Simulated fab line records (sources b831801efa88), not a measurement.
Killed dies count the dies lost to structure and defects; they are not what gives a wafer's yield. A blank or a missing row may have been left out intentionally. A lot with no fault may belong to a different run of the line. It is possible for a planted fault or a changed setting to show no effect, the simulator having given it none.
Matching of chambers :: flow sky130 :: pecvd-04 running SKY_CAP2M_CVD_00: 3 sister chambers
The step deposits SiO2, target thk 15.5 nm. 20 wafers are shown with their chamber, then 10 later ones without.

== WAFERS WITH THEIR CHAMBER ==
wafer: L074.2
chamber: 2
heater_power_w (W): 682

wafer: L074.3
chamber: 1
heater_power_w (W): 877

wafer: L074.4
chamber: 2
heater_power_w (W): 687

wafer: L078.1
chamber: 1
heater_power_w (W): 740

wafer: L078.2
chamber: 0
heater_power_w (W): 700

wafer: L078.3
chamber: 2
heater_power_w (W): 624

wafer: L078.4
chamber: 1
heater_power_w (W): 742

wafer: L078.5
chamber: 0
heater_power_w (W): 717

wafer: L078.6
chamber: 2
heater_power_w (W): 631

wafer: L085.1
chamber: 2
heater_power_w (W): 684

wafer: L085.2
chamber: 1
heater_power_w (W): 879

wafer: L085.3
chamber: 0
heater_power_w (W): 695

wafer: L085.4
chamber: 1
heater_power_w (W): 842

wafer: L085.5
chamber: 2
heater_power_w (W): 682

wafer: L085.6
chamber: 0
heater_power_w (W): 691

wafer: L092.1
chamber: 2
heater_power_w (W): 660

wafer: L092.2
chamber: 0
heater_power_w (W): 641

wafer: L092.3
chamber: 1
heater_power_w (W): 779

wafer: L092.4
chamber: 2
heater_power_w (W): 647

wafer: L092.5
chamber: 1
heater_power_w (W): 773

SIGNATURES, as means of the wafers listed above
reading: heater_power_w
chamber 0: 688.80
chamber 1: 804.57
chamber 2: 662.12
scatter within a chamber: 41.8
Rule: for each reading, subtract the chamber's mean from the wafer's reading, divide by that reading's scatter and square the result; add these up over the readings and take the root, which gives the wafer's distance from the chamber. If the next closest chamber is less than 2 further off than the closest, the wafer can't be placed; otherwise it belongs to the closest. How the scatter is found: for the shown wafers, subtract from each reading the mean of its chamber, square and add these, divide the total by (wafers less chambers), then take the root.

== WAFERS WHOSE CHAMBER IS MISSING ==
wafer: L092.6
heater_power_w (W): 638

wafer: L093.4
heater_power_w (W): 834

wafer: L093.5
heater_power_w (W): 836

wafer: L093.6
heater_power_w (W): 623

wafer: L096.1
heater_power_w (W): 686

wafer: L096.2
heater_power_w (W): 795

wafer: L096.3
heater_power_w (W): 798

wafer: L096.4
heater_power_w (W): 683

wafer: L096.5
heater_power_w (W): 801

wafer: L096.6
heater_power_w (W): 638

== CHAMBER TAKEN BY EACH ==
wafer: L092.6
from the rows above: can't be placed: 2 or 0
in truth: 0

wafer: L093.4
from the rows above: 1
in truth: 1

wafer: L093.5
from the rows above: 1
in truth: 1

wafer: L093.6
from the rows above: can't be placed: 2 or 0
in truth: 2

wafer: L096.1
from the rows above: can't be placed: 0 or 2
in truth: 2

wafer: L096.2
from the rows above: 1
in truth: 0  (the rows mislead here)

wafer: L096.3
from the rows above: 1
in truth: 1

wafer: L096.4
from the rows above: can't be placed: 0 or 2
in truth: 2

wafer: L096.5
from the rows above: 1
in truth: 1

wafer: L096.6
from the rows above: can't be placed: 2 or 0
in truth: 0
Correct placement for 4 of the 10. These rows do not allow placing 5 (true chamber among the candidates in 5). Placed wrongly: 1.
